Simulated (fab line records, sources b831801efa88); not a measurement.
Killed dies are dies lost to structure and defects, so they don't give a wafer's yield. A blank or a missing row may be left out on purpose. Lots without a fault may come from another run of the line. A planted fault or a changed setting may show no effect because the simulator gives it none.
Problem report in the 8D (eight disciplines) form, filled by code | flow sky130 | the parts of the form that need people (team, actions taken, sign-off) are left out

1. THE PROBLEM
VT_ADJUST_NCORE_TW at SKY_VT_ADJUST_NCORE_TW_MEAS_11 reads a mean of 196.0 on 6 wafers of 2 lots; wafers without a fault read 218.5 with a standard deviation of 2.5. That is -9.0 standard deviations from the usual mean.
First seen on wafer L261.1, day 10 05:32, on film_metro-02. The record holds 36 wafers of 12 lots with a number at this step. Rule for "out", or "out of limits": more than 4 standard deviations from the usual mean. The other wafers with a number count as sound.

2. WHAT IT IS AND WHAT IT IS NOT
question                    | is                           | is not
which readings at this step | VT_ADJUST_NCORE_TW           | -
which lots                  | L261, L262                   | L256, L257, L258, L259, L265, L272, L273, L276, L277, L278
which wafers of those lots  | all that have a number       | -
read on which gauges        | film_metro-01, film_metro-02 | film_metro-03
when                        | from day 10 05:32            | up to then (12 sound wafers); but 18 sound wafers of L265, L272, L273, L276, L277, L278 came after

3. SUSPECTS, AND WHAT RULES EACH OUT
Counting: a tool at a process step up to the reading stays a suspect if it ran every lot that is out and no sound lot after the first of them.
- the gauge at SKY_VT_ADJUST_NCORE_TW_MEAS_11: ruled out. The wafers that are out were read on 2 gauges (film_metro-01, film_metro-02).
- implanter-02 at SKY_VT_ADJUST_NCORE_IMPLANT_09: ruled out as a lasting fault. Sound lots L276 ran on it after its first lot that is out, L261 (day 10 05:17).
Left after counting: nothing in the record.

4. THE CAUSE (what the simulator had put in)
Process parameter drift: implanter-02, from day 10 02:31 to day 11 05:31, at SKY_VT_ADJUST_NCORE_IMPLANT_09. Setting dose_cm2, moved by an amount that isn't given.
Counting ruled it out, wrongly: the rule takes a fault to strike every lot that its tool runs from its start on, and this one did not.

5. THE CHAIN OF EFFECTS, in route order
Each row: a reading whose mean over the struck wafers that have a number lies more than 3 standard deviations from the usual. Only readings for which the record gives a usual standard deviation are gone through. hours: the time from each lot's start at the first step in this table that gives one to its start at this step, as a median over the lots. sigmas: the change in usual standard deviations.
hours | step                           | reading            | usual      | on struck wafers | change      | sigmas
0     | SKY_VT_ADJUST_NCORE_IMPLANT_09 | dose_ions_cm2      | 2.3997e+12 | 1.5904e+12       | -8.0933e+11 | -99 or more
0     | SKY_VT_ADJUST_NCORE_IMPLANT_09 | faraday_current_uA | 13.54      | 9.08             | -4.46       | -17
0     | SKY_VT_ADJUST_NCORE_TW_MEAS_11 | VT_ADJUST_NCORE_TW | 218.5      | 196.0            | -22.5       | -9.0
The process steps in it:
- SKY_VT_ADJUST_NCORE_IMPLANT_09
Later measuring or inspecting steps at which every struck wafer that the step has a row for has a number for every such reading, and none has moved that far: SKY_SONOS_TUNNEL_OVL_MEAS_08, SKY_LDD_P_OVL_MEAS_08.

6. WHAT WOULD HAVE CAUGHT IT SOONER
In this record the first reading out of limits at a measuring or inspecting step was taken at day 10 05:32, 3 hours after the fault began at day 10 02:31.
The tool's own readings at SKY_VT_ADJUST_NCORE_IMPLANT_09 were out on every struck wafer that the step has a row for (dose_ions_cm2, faraday_current_uA): an alarm limit on them would have fired on the first of those.
